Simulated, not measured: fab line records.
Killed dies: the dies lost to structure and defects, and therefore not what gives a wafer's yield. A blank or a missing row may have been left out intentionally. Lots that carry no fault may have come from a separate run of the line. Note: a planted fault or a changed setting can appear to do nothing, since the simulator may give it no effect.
Split-lot study -- flow gf180mcu -- on a route of 602 steps: 5 lots, 23 wafers read

== SPLIT DETAILS ==
At GF_V1_CMP_04 (polishes SiO2), the setting leaveAboveRefNm was moved away from the recipe's 632.5 nm on 9 of the 23 wafers read, by -3.9% to +5.8%. All remaining wafers had this setting at the recipe value.

== FROM THE SPLIT TO THE READING: what the file shows between them, 4 steps ==
- GF_V1_SOFTBAKE_10: time 60 s (also split here: tempC)
- GF_V1_EXPOSE_11: exposes mask Via1, target cd 260 nm
- GF_V1_PEB_12: peb time 90 s
- GF_V1_ETCH_16: etches BARC in N2/H2

== THE READING ==
oesProductAu, in a.u., at GF_V1_ETCH_17 (etches SiO2 in C4F8/O2/Ar, stops on TiN, target depth 630 nm). A value of 0.856 a.u. with a standard deviation of 0.0048 a.u. is what fault-free wafers of this fab line usually give.

wafer,"tool, chamber at the split","leaveAboveRefNm as run, nm",against the recipe,"oesProductAu, a.u.",against lot-mates on the recipe
L074.1,"cmp-01, 2",632.5,recipe,0.853,-
L074.2,"cmp-01, 3",632.5,recipe,0.852,-
L074.4,"cmp-01, 1",632.5,recipe,0.855,-
L074.5,"cmp-01, 0",632.5,recipe,0.862,-
L074.6,"cmp-01, 3",632.5,recipe,0.860,-
L075.1,"cmp-02, 3",632.5,recipe,0.845,-
L075.3,"cmp-02, 0",608.1,-3.9%,0.836,-0.019
L075.4,"cmp-02, 1",608.1,-3.9%,0.841,-0.014
L075.5,"cmp-02, 1",632.5,recipe,0.864,-
L075.6,"cmp-02, 0",608.1,-3.9%,0.834,-0.021
L082.1,"cmp-01, 2",632.5,recipe,0.860,-
L082.2,"cmp-01, 3",632.5,recipe,0.854,-
L082.3,"cmp-01, 1",668.9,+5.8%,0.885,+0.028
L082.5,"cmp-01, 0",668.9,+5.8%,0.887,+0.030
L082.6,"cmp-01, 3",668.9,+5.8%,0.886,+0.029
L083.2,"cmp-02, 2",632.5,recipe,0.861,-
L083.3,"cmp-02, 0",614.1,-2.9%,0.843,-0.017
L083.4,"cmp-02, 3",614.1,-2.9%,0.844,-0.016
L083.5,"cmp-02, 2",632.5,recipe,0.859,-
L083.6,"cmp-02, 3",614.1,-2.9%,0.836,-0.024
L084.1,"cmp-01, 1",632.5,recipe,0.855,-
L084.2,"cmp-01, 0",632.5,recipe,0.856,-
L084.4,"cmp-01, 3",632.5,recipe,0.849,-

FIT RESULTS
A straight line over all 23 wafers: oesProductAu changes by +0.00513 a.u. for each +1% of leaveAboveRefNm; r = +0.95; the points scatter about the line by 0.0045 a.u.
The same after taking each lot's own level away (the mean of its wafers on the recipe; 23 wafers): +0.00512 a.u. for each +1%; r = +0.95; scatter 0.0046 a.u.
Per that fit: largest leaveAboveRefNm move, reading shift of 0.029 a.u.
The lots' own levels span 0.8533 to 0.8600 a.u., that is 1.4 times the standard deviation above.
The two slopes agree, so the slope changes little with the lot-to-lot level.
Check: with one of the wafers moved furthest among these (+5.8%) left out of the fit, the line predicts +0.0296 a.u. for it against its lot-mates. It came out at +0.028 a.u. against them.

== OTHER SPLITS APPLIED TO THESE WAFERS ==
These wafers also went through other splits before the reading. Each is held against what the fit with the lots' levels taken away leaves over:
other split on the same wafers,wafers away from the commonest value,r with oesProductAu (lot level and that fit taken away)
GF_CONTACT_CVD_00 sih4FlowSccm,9,+0.00
GF_CONTACT_SOFTBAKE_10 timeS,9,+0.12
GF_CONTACT_CVD_24 tempC,9,+0.21
GF_M1_STRIP_17 powerW,11,-0.10
GF_V1_SOFTBAKE_10 tempC,9,-0.18

== THE WHOLE CHAIN: every reading that the file lists as answering this split, in the file's order ==
step,what it does,reading,change (the file's fit),r (the file's)
GF_V1_CMP_04,polishes SiO2,"SiO2_of_V1_CVD_02.thkNm (the simulator's own value, which no gauge read)",+6.27 nm for each +1% of the setting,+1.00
GF_V1_ETCH_17,"etches SiO2 in C4F8/O2/Ar, stops on TiN, target depth 630 nm",oesProductAu,+0.0051 a.u. for each +1% of the setting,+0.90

== THE FILE'S OWN FIT ==
oesProductAu changes by +0.0051 a.u. for each +1% of leaveAboveRefNm, r = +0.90.
